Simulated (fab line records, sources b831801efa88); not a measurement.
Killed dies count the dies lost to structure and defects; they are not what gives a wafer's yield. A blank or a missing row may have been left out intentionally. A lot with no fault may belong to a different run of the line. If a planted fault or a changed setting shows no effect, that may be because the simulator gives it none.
Problem report in the 8D (eight disciplines) form, filled by code + flow sky130 + the parts of the form that need people (team, actions taken, sign-off) are left out

1. PROBLEM STATEMENT
Mean NWELL_TW at SKY_NWELL_TW_MEAS_15: 1671 over 2 wafers in 2 lots; fault-free wafers: 1818, standard deviation 14. That is -10 standard deviations from the usual mean.
First observed at day 7 05:41: wafer L263.5, on filmMetro-02. At this step, 34 wafers from 12 lots have a number in the record. By rule, "out" or "out of limits" means more than 4 standard deviations away from the usual mean. All remaining wafers that have a number are taken as sound.

2. WHAT IT IS AND WHAT IT IS NOT
| question                    | is               | is not                                                                                             |
|-----------------------------|------------------|----------------------------------------------------------------------------------------------------|
| which readings at this step | NWELL_TW         | -                                                                                                  |
| which lots                  | L263, L264       | L252, L255, L256, L257, L258, L269, L270, L271, L274, L275                                         |
| which wafers of those lots  | L263.5, L264.4   | L263.6, L264.1                                                                                     |
| read on which gauges        | filmMetro-02     | filmMetro-01                                                                                       |
| when                        | from day 7 05:41 | up to then (16 sound wafers); but 16 sound wafers of L264, L269, L270, L271, L274, L275 came after |

3. SUSPECTS, AND WHAT RULES EACH OUT
Counting: if a tool at a process step up to the reading ran every lot that is out, it stays a suspect. Sound lots after the first of them don't rule it out here, since some wafers of a struck lot are sound.
- ruled out: the gauge at SKY_NWELL_TW_MEAS_15. All the wafers that are out were read on filmMetro-02, but those of them that SKY_NWELL_IMPLANT_11 has rows for are out there too, on other tools.
- implanter-01 at SKY_NWELL_IMPLANT_11: kept. Ran every lot that is out, first one L263 (day 7 05:11); last sound lot up to then L255 (day 5 06:22). Its own beamOnS, faradayCurrentUA readings are out on those wafers.
Left after counting: implanter-01 at SKY_NWELL_IMPLANT_11.

4. THE CAUSE (what the simulator had put in)
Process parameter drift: implanter-01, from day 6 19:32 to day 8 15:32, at SKY_NWELL_IMPLANT_11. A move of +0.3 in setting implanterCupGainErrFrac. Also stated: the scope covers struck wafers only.
After counting, this tool was the only one left.

5. THE CHAIN OF EFFECTS, in route order
Each row: a reading whose mean over the struck wafers that have a number lies more than 3 standard deviations from the usual. Readings are gone through only where the record gives a usual standard deviation; hours: the median, over the lots, of the time from a lot's start at the first step in this table giving one to that lot's start at this step; sigmas: the change measured in usual standard deviations.
| hours | step                 | reading          | usual        | on struck wafers | change | sigmas |
|-------|----------------------|------------------|--------------|------------------|--------|--------|
| 0     | SKY_NWELL_IMPLANT_11 | beamOnS          | 9.99 s       | 7.65             | -2.34  | -11    |
| 0     | SKY_NWELL_IMPLANT_11 | faradayCurrentUA | 107.3        | 139.7            | +32.4  | +15    |
| 5     | SKY_NWELL_TW_MEAS_15 | NWELL_TW         | 1818         | 1671             | -147   | -10    |
| 25    | SKY_NWELL_RS_MEAS_29 | NWELL_RS         | 625.2 ohm/sq | 718.1            | +92.9  | +62    |
It contains these process steps:
- SKY_NWELL_IMPLANT_11
At these later measuring or inspecting steps, every struck wafer for which the step has a row has a number for every such reading, and none has moved that far: SKY_NWELL_TW_MEAS_26.

6. WHAT WOULD HAVE CAUGHT IT SOONER
In this record the first reading out of limits at a measuring or inspecting step was taken at day 7 05:41, 10 hours after the fault began at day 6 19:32.
The tool's own readings at SKY_NWELL_IMPLANT_11 were out on every struck wafer that the step has a row for (beamOnS, faradayCurrentUA): an alarm limit on them would have fired on the first of those.
L264, from the lots that are out (2), started SKY_NWELL_IMPLANT_11 on implanter-01 later than day 7 05:41. It would have been spared by a hold on the tool at that moment.
